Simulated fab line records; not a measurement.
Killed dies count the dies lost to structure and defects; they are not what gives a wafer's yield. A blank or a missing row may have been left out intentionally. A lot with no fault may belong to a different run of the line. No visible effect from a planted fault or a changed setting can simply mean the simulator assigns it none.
A single fault, viewed from 2 desks ; flow gf180mcu ; each desk holds nothing but its own numbers, with what lay behind them at the end

== FOR THE TOOL OWNER'S DESK: cvd-w-02 ==
The tool's own readings at GF_CONTACT_CVD_24 (deposits W, target thk 300 nm, time 90.339 s): means of the sampled wafers that have a number, for each lot that ran on this tool. Any lot whose mean is over 4 standard deviations away from the usual mean is out of limits and marked OUT; that distance is given in the brackets.
Columns: A = heater-power-w at GF_CONTACT_CVD_24, usual 970 W; B = susceptor-temp-C at GF_CONTACT_CVD_24, usual 399.99 C
lot;first seen here;A;B
L405;day 16 14:10;835;400.11
L410;day 18 17:29;769;390.66 (-33) OUT
L411;day 18 21:47;845;390.46 (-34) OUT
L426;day 23 17:43;906;400.36
L427;day 24 07:39;824;399.93
This desk's finding: out of limits on L410, L411; first on L410, day 18 17:29 (susceptor-temp-C at GF_CONTACT_CVD_24). L405, L426, L427 stayed within limits.

== METROLOGY DESK ==
What the gauges read, lot by lot, whatever tool the lot ran on: means of the sampled wafers that have a number. Any lot whose mean is over 4 standard deviations away from the usual mean is out of limits and marked OUT; that distance is given in the brackets.
Columns: A = CONTACT_W_RS at GF_CONTACT_RS_MEAS_25, usual 0.383 ohm/sq; B = CONTACT_W_THK at GF_CONTACT_THK_MEAS_26, usual 303 nm
lot;first seen here;A;B
L405;day 16 14:17;0.382;306
L410;day 18 17:36;0.467 (+22) OUT;250 (-15) OUT
L411;day 18 21:54;0.460 (+20) OUT;251 (-15) OUT
L418;day 21 08:32;0.379;309
L419;day 21 15:37;0.386;302
L420;day 22 00:55;0.384;299
L422;day 22 15:53;0.384;303
L423;day 22 23:58;0.385;304
L424;day 23 11:25;0.381;300
L426;day 23 17:49;0.380;308
L427;day 24 07:46;0.379;302
Finding of this desk: L410, L411 out of limits, first seen on L410 at day 18 17:36 (CONTACT_W_RS at GF_CONTACT_RS_MEAS_25). L405, L418, L419, L420, L422, L423, L424, L426, L427 stayed within limits.

== ALL TOGETHER ==
An alarm could have come from the tool owner's desk at day 18 17:29, on L410, L411.
An alarm was possible from the metrology desk at day 18 17:36, on L410, L411.
The lots listed all ran GF_CONTACT_CVD_24 on cvd-w-02.

== WHAT THE SIMULATOR PUT IN ==
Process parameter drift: cvd-w-02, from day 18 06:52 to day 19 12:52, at GF_CONTACT_CVD_24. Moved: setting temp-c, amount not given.
Shown lots that were struck: L410, L411.
Delay (hours) between the fault's onset and each desk's first out-of-limits reading: 11 at the tool owner's desk, 11 at the metrology desk.
